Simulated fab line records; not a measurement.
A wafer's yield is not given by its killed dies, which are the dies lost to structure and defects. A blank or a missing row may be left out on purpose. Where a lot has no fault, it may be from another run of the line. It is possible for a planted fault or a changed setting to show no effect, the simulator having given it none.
Split-lot study || flow sky130 || 23 wafers read from 5 lots, route of 708 steps

== ABOUT THE SPLIT ==
At SKY_CAPM_SPUTTER_02 (material TiN, target thk 200 nm, time 166.7 s), the setting power-w was moved away from the recipe's 6500 W on 8 of the 23 wafers read, by -8.7% to +11.0%. For the rest of the wafers, this setting stayed at what the recipe calls for.

== SPLIT TO READING: what lies between them in the file, 1 step ==
- SKY_CAPM_RS_MEAS_03: measures by four-point-probe

== THE READING ==
CAPM_TIN_THK, in nm, at SKY_CAPM_THK_MEAS_04 (measures by xrf). A value of 205.2 nm with a standard deviation of 2.8 nm is what fault-free wafers of this fab line usually give.

{"wafer": "L074.1", "tool, chamber at the split": "pvd-sputter-03, -", "power-w as run, W": 6500, "against the recipe": "recipe", "CAPM_TIN_THK, nm": 203.7, "against lot-mates on the recipe": "-"}
{"wafer": "L074.3", "tool, chamber at the split": "pvd-sputter-03, -", "power-w as run, W": 5933, "against the recipe": "-8.7%", "CAPM_TIN_THK, nm": 187.1, "against lot-mates on the recipe": -17.5}
{"wafer": "L074.4", "tool, chamber at the split": "pvd-sputter-03, -", "power-w as run, W": 5933, "against the recipe": "-8.7%", "CAPM_TIN_THK, nm": 187.4, "against lot-mates on the recipe": -17.2}
{"wafer": "L074.5", "tool, chamber at the split": "pvd-sputter-03, -", "power-w as run, W": 6500, "against the recipe": "recipe", "CAPM_TIN_THK, nm": 206.8, "against lot-mates on the recipe": "-"}
{"wafer": "L074.6", "tool, chamber at the split": "pvd-sputter-03, -", "power-w as run, W": 6500, "against the recipe": "recipe", "CAPM_TIN_THK, nm": 203.2, "against lot-mates on the recipe": "-"}
{"wafer": "L079.4", "tool, chamber at the split": "pvd-sputter-01, -", "power-w as run, W": 6500, "against the recipe": "recipe", "CAPM_TIN_THK, nm": 204.2, "against lot-mates on the recipe": "-"}
{"wafer": "L079.5", "tool, chamber at the split": "pvd-sputter-01, -", "power-w as run, W": 6500, "against the recipe": "recipe", "CAPM_TIN_THK, nm": 201.6, "against lot-mates on the recipe": "-"}
{"wafer": "L079.6", "tool, chamber at the split": "pvd-sputter-01, -", "power-w as run, W": 6500, "against the recipe": "recipe", "CAPM_TIN_THK, nm": 201.5, "against lot-mates on the recipe": "-"}
{"wafer": "L082.1", "tool, chamber at the split": "pvd-sputter-04, -", "power-w as run, W": 6500, "against the recipe": "recipe", "CAPM_TIN_THK, nm": 201.4, "against lot-mates on the recipe": "-"}
{"wafer": "L082.2", "tool, chamber at the split": "pvd-sputter-04, -", "power-w as run, W": 6500, "against the recipe": "recipe", "CAPM_TIN_THK, nm": 207.3, "against lot-mates on the recipe": "-"}
{"wafer": "L082.4", "tool, chamber at the split": "pvd-sputter-04, -", "power-w as run, W": 6500, "against the recipe": "recipe", "CAPM_TIN_THK, nm": 205.5, "against lot-mates on the recipe": "-"}
{"wafer": "L082.5", "tool, chamber at the split": "pvd-sputter-04, -", "power-w as run, W": 6500, "against the recipe": "recipe", "CAPM_TIN_THK, nm": 206.8, "against lot-mates on the recipe": "-"}
{"wafer": "L082.6", "tool, chamber at the split": "pvd-sputter-04, -", "power-w as run, W": 6500, "against the recipe": "recipe", "CAPM_TIN_THK, nm": 207.3, "against lot-mates on the recipe": "-"}
{"wafer": "L083.1", "tool, chamber at the split": "pvd-sputter-04, -", "power-w as run, W": 7214, "against the recipe": "+11.0%", "CAPM_TIN_THK, nm": 223.7, "against lot-mates on the recipe": "+20.2"}
{"wafer": "L083.2", "tool, chamber at the split": "pvd-sputter-04, -", "power-w as run, W": 7214, "against the recipe": "+11.0%", "CAPM_TIN_THK, nm": 221.8, "against lot-mates on the recipe": "+18.3"}
{"wafer": "L083.3", "tool, chamber at the split": "pvd-sputter-04, -", "power-w as run, W": 6500, "against the recipe": "recipe", "CAPM_TIN_THK, nm": 204.1, "against lot-mates on the recipe": "-"}
{"wafer": "L083.4", "tool, chamber at the split": "pvd-sputter-04, -", "power-w as run, W": 6500, "against the recipe": "recipe", "CAPM_TIN_THK, nm": 202.9, "against lot-mates on the recipe": "-"}
{"wafer": "L083.5", "tool, chamber at the split": "pvd-sputter-04, -", "power-w as run, W": 7214, "against the recipe": "+11.0%", "CAPM_TIN_THK, nm": 223.1, "against lot-mates on the recipe": "+19.6"}
{"wafer": "L084.1", "tool, chamber at the split": "pvd-sputter-01, -", "power-w as run, W": 6203, "against the recipe": "-4.6%", "CAPM_TIN_THK, nm": 196.6, "against lot-mates on the recipe": -11.1}
{"wafer": "L084.2", "tool, chamber at the split": "pvd-sputter-01, -", "power-w as run, W": 6203, "against the recipe": "-4.6%", "CAPM_TIN_THK, nm": 200.3, "against lot-mates on the recipe": -7.4}
{"wafer": "L084.3", "tool, chamber at the split": "pvd-sputter-01, -", "power-w as run, W": 6500, "against the recipe": "recipe", "CAPM_TIN_THK, nm": 206.9, "against lot-mates on the recipe": "-"}
{"wafer": "L084.5", "tool, chamber at the split": "pvd-sputter-01, -", "power-w as run, W": 6203, "against the recipe": "-4.6%", "CAPM_TIN_THK, nm": 196.0, "against lot-mates on the recipe": -11.7}
{"wafer": "L084.6", "tool, chamber at the split": "pvd-sputter-01, -", "power-w as run, W": 6500, "against the recipe": "recipe", "CAPM_TIN_THK, nm": 208.5, "against lot-mates on the recipe": "-"}

FIT RESULTS
A straight line over all 23 wafers: CAPM_TIN_THK changes by +1.73 nm for each +1% of power-w; r = +0.97; the points scatter about the line by 2.3 nm.
The same after taking each lot's own level away (the mean of its wafers on the recipe; 23 wafers): +1.87 nm for each +1%; r = +0.99; scatter 1.7 nm.
That fit puts the effect of the largest move of power-w on the reading at 21 nm.
Across the lots, their own levels run from 202.43 to 207.70 nm, a range of 1.9 times the standard deviation given above.
Consequently the slope shifts little with the lot-to-lot level, the two slopes agreeing.
Check: with one of the wafers moved furthest among these (+11.0%) left out of the fit, the line predicts +20.1 nm for it against its lot-mates. It came out at +20.2 nm against them.

== THESE WAFERS: OTHER SPLITS ==
Note: prior to the reading, these wafers also went through further splits. Each is held against what the fit with the lots' levels taken away leaves over:
{"other split on the same wafers": "SKY_VIA1_COAT_07 spin-rpm", "wafers away from the commonest value": 8, "r with CAPM_TIN_THK (lot level and that fit taken away)": "+0.21"}
{"other split on the same wafers": "SKY_VIA1_SPUTTER_20 power-w", "wafers away from the commonest value": 5, "r with CAPM_TIN_THK (lot level and that fit taken away)": -0.07}
{"other split on the same wafers": "SKY_METAL2_SPUTTER_02 time-s", "wafers away from the commonest value": 8, "r with CAPM_TIN_THK (lot level and that fit taken away)": -0.29}
{"other split on the same wafers": "SKY_METAL2_DEVELOP_14 develop-time-s", "wafers away from the commonest value": 7, "r with CAPM_TIN_THK (lot level and that fit taken away)": "+0.35"}
{"other split on the same wafers": "SKY_VIA2_HDPCVD_00 sih4-flow-sccm", "wafers away from the commonest value": 10, "r with CAPM_TIN_THK (lot level and that fit taken away)": "+0.07"}
{"other split on the same wafers": "SKY_VIA2_CMP_24 t-overpolish-s", "wafers away from the commonest value": 10, "r with CAPM_TIN_THK (lot level and that fit taken away)": "+0.10"}

== THE WHOLE CHAIN: every reading that the file lists as answering this split, in the file's order ==
{"step": "SKY_CAPM_SPUTTER_02", "what it does": "material TiN, target thk 200 nm, time 166.7 s", "reading": "TiN_of_CAPM_SPUTTER_02.thk-nm (the simulator's own value, which no gauge read)", "change (the file's fit)": "+1.79 nm for each +1% of the setting", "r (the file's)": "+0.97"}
{"step": "SKY_CAPM_RS_MEAS_03", "what it does": "measures by four-point-probe", "reading": "CAPM_TIN_RS", "change (the file's fit)": "-0.0635 for each +1% of the setting", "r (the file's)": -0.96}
{"step": "SKY_CAPM_THK_MEAS_04", "what it does": "measures by xrf", "reading": "CAPM_TIN_THK", "change (the file's fit)": "+1.88 for each +1% of the setting", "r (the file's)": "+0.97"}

== FILE'S OWN FIT ==
CAPM_TIN_THK changes by +1.88 nm for each +1% of power-w, r = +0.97.
